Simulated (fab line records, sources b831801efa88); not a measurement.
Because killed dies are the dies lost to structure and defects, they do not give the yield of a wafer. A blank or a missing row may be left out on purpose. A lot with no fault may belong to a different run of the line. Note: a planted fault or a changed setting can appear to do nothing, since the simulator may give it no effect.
Matching of chambers | flow gf180mcu | cmp-02 running GF_V1_CMP_26: 4 sister chambers
The step polishes, stops on SiO2, t overpolish 15 s, target thk 0 nm. 16 wafers are shown with their chamber, then 8 later ones without.

## WAFERS WITH THEIR CHAMBER
wafer  | chamber | motorCurrentA (A) | overpolishRunS (s) | timeToEndpointS (s)
L479.1 | 1       | 13.2              | 15.007             | 89.3
L479.5 | 3       | 12.8              | 15.003             | 90.6
L479.6 | 0       | 8.7               | 14.994             | 92.9
L480.1 | 0       | 9.0               | 15.005             | 92.2
L480.2 | 3       | 12.0              | 14.984             | 91.4
L480.6 | 0       | 8.9               | 14.984             | 90.6
L486.3 | 0       | 8.7               | 14.984             | 89.7
L486.4 | 3       | 12.5              | 14.992             | 91.1
L486.5 | 0       | 8.5               | 14.998             | 91.2
L487.1 | 3       | 13.1              | 15.007             | 85.5
L487.5 | 0       | 9.0               | 15.005             | 85.4
L487.6 | 3       | 12.4              | 15.004             | 88.4
L488.1 | 1       | 13.5              | 15.003             | 81.6
L488.3 | 0       | 8.8               | 15.001             | 87.6
L488.6 | 3       | 12.7              | 14.999             | 86.7
L497.1 | 2       | 10.0              | 14.993             | 86.9

SIGNATURES (means of the wafers above)
reading         | chamber 0 | chamber 1 | chamber 2 | chamber 3 | scatter within a chamber
motorCurrentA   | 8.800     | 13.350    | 10.000    | 12.583    | 0.282
overpolishRunS  | 14.99586  | 15.00500  | 14.99300  | 14.99817  | 0.00849
timeToEndpointS | 89.943    | 85.450    | 86.900    | 88.950    | 2.92
Rule: a wafer's distance from a chamber is the root of the sum, over the readings, of the square of ((its reading less the chamber's mean) divided by the reading's scatter). If the next closest chamber is less than 2 further off than the closest, the wafer can't be placed; otherwise it belongs to the closest. The scatter is the square root of a quotient: the sum, over the shown wafers, of each reading's squared deviation from its chamber's mean, divided by wafers minus chambers.

## WAFERS WITHOUT THEIR CHAMBER
wafer  | motorCurrentA (A) | overpolishRunS (s) | timeToEndpointS (s)
L497.2 | 14.2              | 14.992             | 83.9
L497.6 | 13.2              | 15.009             | 87.7
L498.2 | 12.8              | 15.012             | 85.7
L498.4 | 9.8               | 14.994             | 87.7
L498.6 | 13.7              | 14.994             | 85.1
L499.1 | 12.6              | 14.986             | 90.4
L499.3 | 9.3               | 14.997             | 84.7
L499.5 | 13.8              | 15.003             | 85.8

## THE CHAMBER EACH PASSED THROUGH
wafer  | from the rows above     | in truth
L497.2 | 1                       | 1
L497.6 | can't be placed: 1 or 3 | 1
L498.2 | can't be placed: 3 or 1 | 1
L498.4 | 2                       | 2
L498.6 | 1                       | 1
L499.1 | 3                       | 3
L499.3 | can't be placed: 0 or 2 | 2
L499.5 | 1                       | 1
Placed correctly: 5 of 8. Cannot be placed on the basis of these rows: 3; the candidates contain the true chamber in 3. Placed wrongly: 0.
